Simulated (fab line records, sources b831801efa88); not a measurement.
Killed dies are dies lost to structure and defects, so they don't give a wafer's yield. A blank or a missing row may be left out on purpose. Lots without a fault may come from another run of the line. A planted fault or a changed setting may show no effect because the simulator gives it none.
Which tool did it? | flow sky130 | 14 lots, 42 wafers sampled, at 2 steps of a route of 708

WHAT THE GAUGES READ, wafer by wafer
The record holds no reading of a measuring or inspecting step that can be judged against a usual standard deviation.

WHICH TOOL RAN EACH LOT (tool, then ch and the chambers of the sampled wafers, then the start)
lot  | SKY_GATE_OXIDE_CLEAN_15         | SKY_PAD_OPEN_PROBE_99
L830 | wet_bench-04 ch 1, day 13 23:05 | -
L831 | wet_bench-01 ch 2, day 14 12:22 | -
L832 | wet_bench-04 ch 0, day 14 12:41 | -
L834 | wet_bench-04 ch 1, day 15 05:50 | -
L836 | wet_bench-01 ch 3, day 16 05:05 | -
L838 | wet_bench-04 ch 2, day 16 10:53 | -
L840 | wet_bench-01 ch 3, day 17 08:03 | -
L841 | wet_bench-01 ch 1, day 17 23:35 | prober-01, day 48 17:48
L842 | wet_bench-04 ch 1, day 18 01:17 | -
L843 | wet_bench-01 ch 2, day 18 10:22 | -
L844 | wet_bench-04 ch 0, day 18 16:37 | -
L851 | wet_bench-02 ch 1, day 21 02:58 | -
L852 | wet_bench-02 ch 2, day 21 18:37 | -
L853 | wet_bench-01 ch 2, day 22 02:31 | prober-01, day 50 23:40
- SKY_GATE_OXIDE_CLEAN_15: cleans in SC1/SC2, time 150 s.
- SKY_PAD_OPEN_PROBE_99

WHAT THE TOOLS THEMSELVES READ (means of the sampled wafers that have a number; where no wafer has one, the mark that the record gives instead)
SKY_GATE_OXIDE_CLEAN_15.
lot  | tool         | bath_guard_temp_C (C) | bath_heat_duty_pct (%) | run_length_s (s)
L830 | wet_bench-04 | 70.0                  | 15.1                   | 179
L831 | wet_bench-01 | 68.8                  | 12.2                   | 176
L832 | wet_bench-04 | 70.0                  | 13.6                   | 178
L834 | wet_bench-04 | 70.1                  | 15.2                   | 178
L836 | wet_bench-01 | 69.4                  | 11.9                   | 177
L838 | wet_bench-04 | 70.1                  | 14.0                   | 177
L840 | wet_bench-01 | 69.6                  | 12.0                   | 184
L841 | wet_bench-01 | 70.3                  | 16.3                   | 176
L842 | wet_bench-04 | 70.0                  | 14.3                   | 215
L843 | wet_bench-01 | 68.8                  | 12.2                   | 176
L844 | wet_bench-04 | 70.0                  | 13.3                   | 208
L851 | wet_bench-02 | 70.8                  | 12.4                   | 176
L852 | wet_bench-02 | 70.4                  | 13.8                   | 176
L853 | wet_bench-01 | 68.7                  | 12.2                   | 177

SKY_PAD_OPEN_PROBE_99.
lot  | tool      | killed_at_M0_to_M3 | killed_at_M4_up | killed_at_contacts | killed_at_front_end | killed_at_other | killed_dies | killed_open | killed_short
L841 | prober-01 | 39                 | 5.0             | 35                 | 11                  | 0.0             | 90          | 42          | 48
L853 | prober-01 | 42                 | 3.0             | 26                 | 13                  | 0.3             | 85          | 48          | 36

THE ANSWER, worked out from the rows above alone
Rule: what is usual is taken from the lots themselves. Put in order of their means at a reading, lots are off if they are a third of the lots or fewer, leave a main group of 4 or more, and stand apart from it by a gap of 3 or more times the standard deviation of the main group's means; of several such gaps the widest counts. A main group whose means are all the same, to the digits that the tables above print for the reading, isn't used. A lot without any number at a reading at which 4 lots or more have one is off too. The other lots that the step has rows for count as sound. The gauges are gone through in route order, then the tools' own readings, and for those a lot's mean is taken as printed above. The first step at which some lot is off is used, and at that step the reading that is off furthest; a lot without a number counts as furthest.
Off: L842, L844, at SKY_GATE_OXIDE_CLEAN_15 (run_length_s). The main group: mean 178 s, standard deviation 2.2.
A tool fits if, at that step or a process step before it, it ran every lot that is off, and no sound lot after the first of them. One fits: wet_bench-04 at SKY_GATE_OXIDE_CLEAN_15. Its last sound lot is L838 (day 16 10:53), its first lot that is off L842 (day 18 01:17): a fault that began between those two fits.
The tool's own readings at SKY_GATE_OXIDE_CLEAN_15 bear it out: on the lots that are off they differ by more than 5 times the standard deviation of the sound lots' means. run_length_s reads 212 s there against 178 s on the sound lots.

WHAT THE SIMULATOR HAD PUT IN
Process parameter drift: wet_bench-04, from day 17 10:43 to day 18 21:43, at SKY_GATE_OXIDE_CLEAN_15. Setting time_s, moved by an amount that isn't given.
Lots struck among those shown: L842, L844. The rule above found the same.
